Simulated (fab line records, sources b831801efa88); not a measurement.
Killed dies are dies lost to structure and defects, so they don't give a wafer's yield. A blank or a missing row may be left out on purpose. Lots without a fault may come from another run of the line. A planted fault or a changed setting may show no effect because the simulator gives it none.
Which tool did it? | flow sky130 | 11 lots, 33 wafers sampled, at 4 steps of a route of 708

WHAT THE GAUGES READ, wafer by wafer
SKY_PWDE_TW_MEAS_10. Usual: PWDE_TW 371.6, standard deviation 2.
lot  | measured    | on            | PWDE_TW           | flag
L188 | day 4 02:14 | film_metro-01 | 370.5 370.5 370.2 |
L190 | day 4 12:26 | film_metro-03 | 371.2 372.8 372.1 |
L193 | day 5 04:47 | film_metro-01 | 370.9 371.1 370.8 |
L194 | day 5 14:17 | film_metro-03 | 373.4 373.4 372.2 |
L195 | day 5 16:33 | film_metro-02 | 372.9 373.4 372.0 |
L196 | day 6 03:43 | film_metro-01 | 370.0 368.6 369.2 |
L197 | day 6 11:01 | film_metro-01 | 190.0 188.2 190.5 | OFF
L198 | day 6 15:29 | film_metro-03 | 187.8 189.1 191.6 | OFF
L204 | day 8 01:11 | film_metro-03 | 374.5 372.1 372.0 |
L207 | day 8 12:28 | film_metro-01 | 365.6 366.9 368.5 |
L209 | day 8 23:28 | film_metro-02 | 371.9 371.0 371.2 |

SKY_NWELL_RS_MEAS_31: measures by four-point-probe. Usual: PWDE_RS 5271 ohm/sq, standard deviation 16.
lot  | measured     | on            | PWDE_RS (ohm/sq) | flag
L188 | day 5 14:14  | film_metro-02 | 5272 5268 5280   |
L190 | day 6 00:41  | film_metro-02 | 5264 5255 5279   |
L193 | day 6 18:20  | film_metro-02 | 5284 5266 5274   |
L194 | day 7 03:42  | film_metro-03 | 5254 5254 5277   |
L195 | day 7 08:19  | film_metro-02 | 5239 5241 5257   |
L196 | day 7 18:53  | film_metro-01 | 5261 5252 5237   |
L197 | day 8 03:20  | film_metro-01 | - - -            | OFF
L198 | day 8 07:50  | film_metro-01 | - - -            | OFF
L204 | day 9 19:34  | film_metro-02 | 5245 5247 5258   |
L207 | day 10 08:17 | film_metro-02 | 5274 5271 5251   |
L209 | day 10 20:39 | film_metro-01 | 5279 5283 5272   |

SKY_LOCAL_INTERCONNECT_THK_MEAS_02: measures by xrf. Usual: LOCAL_INTERCONNECT_TIN_THK 100.9 nm, standard deviation 1.5.
lot  | measured     | on            | LOCAL_INTERCONNECT_TIN_THK (nm) | flag
L188 | day 29 13:32 | film_metro-04 | 99.4 100.7 101.5                |
L190 | day 30 02:46 | film_metro-03 | 99.2 100.9 101.0                |
L193 | day 31 03:18 | film_metro-02 | 99.8 102.2 101.2                |
L194 | day 31 16:07 | film_metro-03 | 100.9 100.7 100.8               |
L195 | day 31 19:41 | film_metro-02 | 100.2 103.7 100.7               |
L196 | day 32 12:56 | film_metro-03 | 100.5 100.1 100.0               |
L197 | day 32 21:14 | film_metro-04 | 100.2 100.8 101.0               |
L198 | day 33 03:58 | film_metro-02 | 103.1 103.2 101.8               |
L204 | day 35 01:31 | film_metro-04 | 100.9 98.3 101.5                |
L207 | day 35 13:08 | film_metro-03 | 101.1 100.3 101.0               |
L209 | day 36 05:54 | film_metro-04 | 97.1 98.3 98.1                  |

WHICH TOOL RAN EACH LOT (tool, then ch and the chambers of the sampled wafers, then the start)
lot  | SKY_PWDE_IMPLANT_08
L188 | implanter-02 ch 0, day 4 01:59
L190 | implanter-04 ch 0, day 4 12:11
L193 | implanter-04 ch 0, day 5 04:32
L194 | implanter-03 ch 0, day 5 14:03
L195 | implanter-02 ch 0, day 5 16:20
L196 | implanter-04 ch 0, day 6 03:30
L197 | implanter-02 ch 0, day 6 10:46
L198 | implanter-02 ch 0, day 6 15:14
L204 | implanter-03 ch 0, day 8 00:58
L207 | implanter-03 ch 0, day 8 12:13
L209 | implanter-03 ch 0, day 8 23:14
- SKY_PWDE_IMPLANT_08

WHAT THE TOOLS THEMSELVES READ (means of the sampled wafers that have a number; where no wafer has one, the mark that the record gives instead)
SKY_PWDE_IMPLANT_08. Usual: dose_ions_cm2 3.6e+12, standard deviation 3.5e+09; faraday_current_uA 20.3, standard deviation 0.44.
lot  | tool         | dose_ions_cm2 | faraday_current_uA | flag
L188 | implanter-02 | 3.6e+12       | 20.7               |
L190 | implanter-04 | 3.6e+12       | 20.1               |
L193 | implanter-04 | 3.6e+12       | 20.1               |
L194 | implanter-03 | 3.6e+12       | 20.0               |
L195 | implanter-02 | 3.6e+12       | 20.2               |
L196 | implanter-04 | 3.6e+12       | 20.3               |
L197 | implanter-02 | 3.6e+11       | 2.0                | OFF
L198 | implanter-02 | 3.6e+11       | 2.1                | OFF
L204 | implanter-03 | 3.6e+12       | 20.3               |
L207 | implanter-03 | 3.6e+12       | 20.2               |
L209 | implanter-03 | 3.6e+12       | 20.6               |

THE ANSWER, worked out from the rows above alone
Rule: a lot is off if the mean of its wafers that have a number lies more than 3 standard deviations from the usual mean. A lot without any number at a reading at which 4 lots or more have one is off too. The other lots that the step has rows for count as sound. The gauges are gone through in route order, then the tools' own readings, and for those a lot's mean is taken as printed above. The first step at which some lot is off is used, and at that step the reading that is off furthest; a lot without a number counts as furthest.
Off: L197, L198, at SKY_PWDE_TW_MEAS_10 (PWDE_TW).
A tool fits if, at a process step before that reading, it ran every lot that is off, and no sound lot after the first of them. The gauges at SKY_PWDE_TW_MEAS_10 aren't tried: what is off there is off at SKY_PWDE_IMPLANT_08 too, on other tools, and a gauge's error can't cause that. One fits: implanter-02 at SKY_PWDE_IMPLANT_08. Its last sound lot is L195 (day 5 16:20), its first lot that is off L197 (day 6 10:46): a fault that began between those two fits.
The tool's own readings at SKY_PWDE_IMPLANT_08 bear it out: on the lots that are off they differ by more than 5 times the standard deviation of the sound lots' means. dose_ions_cm2 reads 3.6e+11 there against 3.6e+12 on the sound lots; faraday_current_uA reads 2.0 there against 20.3 on the sound lots.

WHAT THE SIMULATOR HAD PUT IN
Process parameter drift: implanter-02, from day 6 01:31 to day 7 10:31, at SKY_PWDE_IMPLANT_08. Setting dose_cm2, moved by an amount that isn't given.
Lots struck among those shown: L197, L198. The rule above found the same.
